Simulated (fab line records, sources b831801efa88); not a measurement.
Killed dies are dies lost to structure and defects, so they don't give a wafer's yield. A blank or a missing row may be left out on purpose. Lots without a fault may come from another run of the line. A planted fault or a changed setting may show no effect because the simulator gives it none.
fab line records | flow sky130
record lots=13 wafers=39 last_day=50
route steps=708 shown NWELL@73 VT_ADJUST_HVTR@138 SONOS_TUNNEL@162 POLY_GATE@236
lots that met no fault: from a run of the same line without faults
start_h: hours from the record's first day to the start of the lot's first wafer shown | wait_h: hours since the lot's step before | " the same as in the row above | L1.1+2: a row that stands for several wafers | - no value, or no start given | * or withheld: withheld | < > ~ a bound
route shown NAME@n: a module of which the file shows steps, and the number in the route of the first | usual: mean/standard deviation of fault-free wafers | same: alike in all rows | chamber/n: place in a boat | sites: the reading at each site | _std_site: their standard deviation | _edge_site: outer sites' mean less inner sites' | radius_mm: how far each site lies from the wafer's centre | mask NAME#n: copy n | behind: the tool/chamber that last shaped the wafer | hold: why the lot was held/for how many hours/how that ended | device: the transistor (n, p or np) that didn't switch | end of line: the same wafers' tests at the end of the route | a step without rows: its recipe alone | killed: dies lost to structure and defects at the first sort, not the wafer's yield | map: a wafer's dies, x killed, . not, _ none there
set.NAME: the setting as run; set.NAME@STEP: as run at that earlier step | model.NAME: the simulator's own value behind a step, which no gauge read
steps of the route over a sample of lots; a table a step, a row a wafer
services: from which hour (start_h, from the record's first day; less than 0 if before it) a tool's chamber was out of use, for how many hours, and why
## steps
# step SKY_NWELL_EXPOSE_20
# recipe mask_id=NWM_COMPLEMENT na=0.6 source_shape=conventional sigma_outer=0.6 polarization=unpolarized target_cd_nm=840 dose_mj=260
# usual exposure_dose_mJ_cm2=259.93/0.28
# columns lot.wafer tool chamber start_h wait_h mask exposure_dose_mJ_cm2
L148.1 iline_stepper-01 0 102.88 - NWM_COMPLEMENT#0 260.34
L148.4 " 0 " " NWM_COMPLEMENT#0 260.22
L148.6 " 0 " " NWM_COMPLEMENT#0 260.71
L149.4 iline_stepper-01 0 109.62 - NWM_COMPLEMENT#0 260.55
L149.5 " 0 " " NWM_COMPLEMENT#0 259.93
L149.6 " 0 " " NWM_COMPLEMENT#0 259.84
L150.1 iline_stepper-02 0 111.91 - NWM_COMPLEMENT#0 260.37
L150.5 " 0 " " NWM_COMPLEMENT#0 259.83
L150.6 " 0 " " NWM_COMPLEMENT#0 260.09
L151.1 iline_stepper-02 0 121.81 - NWM_COMPLEMENT#0 259.96
L151.4 " 0 " " NWM_COMPLEMENT#0 260.32
L151.6 " 0 " " NWM_COMPLEMENT#0 260.02
L152.1 iline_stepper-01 0 128.76 - NWM_COMPLEMENT#0 259.54
L152.2 " 0 " " NWM_COMPLEMENT#0 259.59
L152.4 " 0 " " NWM_COMPLEMENT#0 259.18
L153.2 iline_stepper-01 0 130.59 - NWM_COMPLEMENT#0 259.79
L153.3 " 0 " " NWM_COMPLEMENT#0 260.29
L153.6 " 0 " " NWM_COMPLEMENT#0 260.16
L154.1 iline_stepper-01 0 137.28 - NWM_COMPLEMENT#0 260.06
L154.2 " 0 " " NWM_COMPLEMENT#0 260.56
L154.3 " 0 " " NWM_COMPLEMENT#0 259.88
L155.2 iline_stepper-02 0 143.68 - NWM_COMPLEMENT#0 259.60
L155.3 " 0 " " NWM_COMPLEMENT#0 259.47
L155.5 " 0 " " NWM_COMPLEMENT#0 259.40
L158.3 iline_stepper-02 0 156.82 - NWM_COMPLEMENT_R1#0 260.13
L158.4 " 0 " " NWM_COMPLEMENT_R1#0 260.17
L158.6 " 0 " " NWM_COMPLEMENT_R1#0 259.87
L166.3 iline_stepper-01 0 212.72 - NWM_COMPLEMENT#0 259.99
L166.4 " 0 " " NWM_COMPLEMENT#0 259.95
L166.6 " 0 " " NWM_COMPLEMENT#0 260.05
L167.3 iline_stepper-02 0 219.19 - NWM_COMPLEMENT#0 259.75
L167.4 " 0 " " NWM_COMPLEMENT#0 259.63
L167.5 " 0 " " NWM_COMPLEMENT#0 259.83
L168.3 iline_stepper-01 0 223.57 - NWM_COMPLEMENT#0 259.98
L168.4 " 0 " " NWM_COMPLEMENT#0 259.94
L168.6 " 0 " " NWM_COMPLEMENT#0 259.83
L169.2 iline_stepper-02 0 229.50 - NWM_COMPLEMENT#0 260.05
L169.5 " 0 " " NWM_COMPLEMENT#0 260.26
L169.6 " 0 " " NWM_COMPLEMENT#0 260.13
# step SKY_VT_ADJUST_HVTR_CD_MEAS_07
# recipe target_cd_nm=380
# usual cd_nm=380.0/2.7
# columns lot.wafer tool chamber start_h wait_h cd_nm
L148.1 cd_sem-01 - 214.26 0.1 379.8
L148.4 " - " " 378.1
L148.6 " - " " 377.0
L149.4 cd_sem-01 - 221.57 0.1 381.0
L149.5 " - " " 377.8
L149.6 " - " " 377.4
L150.1 cd_sem-02 - 224.01 0.1 381.7
L150.5 " - " " 380.9
L150.6 " - " " 380.8
L151.1 cd_sem-01 - 237.48 0.1 378.6
L151.4 " - " " 378.0
L151.6 " - " " 380.3
L152.1 cd_sem-02 - 246.28 0.1 386.0
L152.2 " - " " 386.8
L152.4 " - " " 386.3
L153.2 cd_sem-01 - 247.58 0.1 381.0
L153.3 " - " " 382.8
L153.6 " - " " 382.8
L154.1 cd_sem-02 - 256.31 0.1 378.7
L154.2 " - " " 380.4
L154.3 " - " " 382.1
L155.2 cd_sem-01 - 264.73 0.1 381.5
L155.3 " - " " 384.4
L155.5 " - " " 383.6
L158.3 cd_sem-02 - 278.27 0.1 378.6
L158.4 " - " " 378.2
L158.6 " - " " 380.4
L166.3 cd_sem-02 - 350.20 0.1 382.8
L166.4 " - " " 379.9
L166.6 " - " " 379.7
L167.3 cd_sem-01 - 358.95 0.1 379.7
L167.4 " - " " 380.5
L167.5 " - " " 381.3
L168.3 cd_sem-01 - 365.35 0.1 378.9
L168.4 " - " " 379.7
L168.6 " - " " 379.5
L169.2 cd_sem-02 - 371.03 0.1 377.2
L169.5 " - " " 372.4
L169.6 " - " " 374.4
# step SKY_SONOS_TUNNEL_OVL_MEAS_08
# usual SONOS_TUNNEL_OVL=-0.7/1.7
# columns lot.wafer tool chamber start_h wait_h SONOS_TUNNEL_OVL[nm]
L148.1 overlay-02 - 260.88 0.1 -1.6
L148.4 " - " " -2.2
L148.6 " - " " -0.7
L149.4 overlay-01 - 269.49 0.1 2.1
L149.5 " - " " 0.7
L149.6 " - " " 0.7
L150.1 overlay-01 - 272.33 0.1 -1.8
L150.5 " - " " -2.8
L150.6 " - " " -1.5
L151.1 overlay-02 - 287.23 0.1 2.1
L151.4 " - " " 1.7
L151.6 " - " " 0.3
L152.1 overlay-01 - 295.63 0.1 -2.5
L152.2 " - " " -3.1
L152.4 " - " " -1.2
L153.2 overlay-01 - 298.88 0.1 -2.0
L153.3 " - " " -1.4
L153.6 " - " " -3.6
L154.1 overlay-02 - 306.68 0.1 -1.0
L154.2 " - " " 1.1
L154.3 " - " " -2.1
L155.2 overlay-01 - 315.56 0.1 -1.6
L155.3 " - " " 0.5
L155.5 " - " " 0.6
L158.3 overlay-02 - 330.57 0.1 -1.5
L158.4 " - " " 0.5
L158.6 " - " " 1.2
L166.3 overlay-01 - 408.39 0.1 -4.7
L166.4 " - " " -2.0
L166.6 " - " " -3.2
L167.3 overlay-01 - 418.07 0.1 0.1
L167.4 " - " " -0.8
L167.5 " - " " -1.2
L168.3 overlay-02 - 424.54 0.1 0.6
L168.4 " - " " 1.2
L168.6 " - " " -0.5
L169.2 overlay-02 - 430.88 0.1 1.9
L169.5 " - " " -0.6
L169.6 " - " " 2.1
# step SKY_POLY_GATE_CD_MEAS_22
# usual cd_nm=149.6/2.1
# columns lot.wafer tool chamber start_h wait_h cd_nm
L148.1 cd_sem-02 - 381.26 0.1 152.2
L148.4 " - " " 149.9
L148.6 " - " " 153.0
L149.4 cd_sem-02 - 391.08 0.1 151.2
L149.5 " - " " 148.7
L149.6 " - " " 150.8
L150.1 cd_sem-02 - 399.29 0.1 149.1
L150.5 " - " " 149.3
L150.6 " - " " 148.0
L151.1 cd_sem-01 - 410.85 0.1 154.2
L151.4 " - " " 149.5
L151.6 " - " " 151.4
L153.2 cd_sem-02 - 425.49 0.1 150.3
L153.3 " - " " 148.2
L153.6 " - " " 147.4
L152.1 cd_sem-01 - 431.19 0.1 148.0
L152.2 " - " " 146.1
L152.4 " - " " 146.2
L154.1 cd_sem-01 - 444.50 0.1 146.8
L154.2 " - " " 150.0
L154.3 " - " " 148.7
L155.2 cd_sem-02 - 454.10 0.1 149.8
L155.3 " - " " 148.5
L155.5 " - " " 148.5
L158.3 cd_sem-02 - 466.30 0.1 150.1
L158.4 " - " " 150.7
L158.6 " - " " 152.5
L166.3 cd_sem-02 - 547.12 0.1 150.4
L166.4 " - " " 151.1
L166.6 " - " " 149.3
L167.3 cd_sem-02 - 558.56 0.1 149.4
L167.4 " - " " 153.0
L167.5 " - " " 150.5
L168.3 cd_sem-02 - 560.16 0.1 150.3
L168.4 " - " " 148.9
L168.6 " - " " 150.5
L169.2 cd_sem-01 - 572.72 0.1 148.7
L169.5 " - " " 148.7
L169.6 " - " " 151.2
## services
# columns tool chamber start_h hours kind
iline_stepper-01 - 164.70 1.5 repair
## key
first_sign step=SKY_NWELL_EXPOSE_20 reading=mask direction=changed
effect none on later readings
met_at SKY_NWELL_EXPOSE_20
struck_lots L158
sort_left_out L158.3,L158.4,L158.6
tester_left_out L158
not_acting_at SKY_VT_ADJUST_HVTR_CD_MEAS_07,SKY_SONOS_TUNNEL_OVL_MEAS_08,SKY_POLY_GATE_CD_MEAS_22
onset_between 143.68 156.82
fault kind=wrong_mask tool=any chamber=- onset_h=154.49 steps=SKY_NWELL_EXPOSE_20 aux_copy=NWM_COMPLEMENT_R1#0 cd_offset_nm=-101 scope=struck_lots_only
# tester_left_out: of these lots the tester's yield and bins aren't shown, on N5 and GAA mostly nor the transistor test; their killed dies are dies lost to structure and defects alone, not to doping, threshold or leakage, so they don't give the yield
# sort_left_out: the simulated sort isn't trusted on such a fault, so these wafers' sort isn't shown, and their yield isn't known
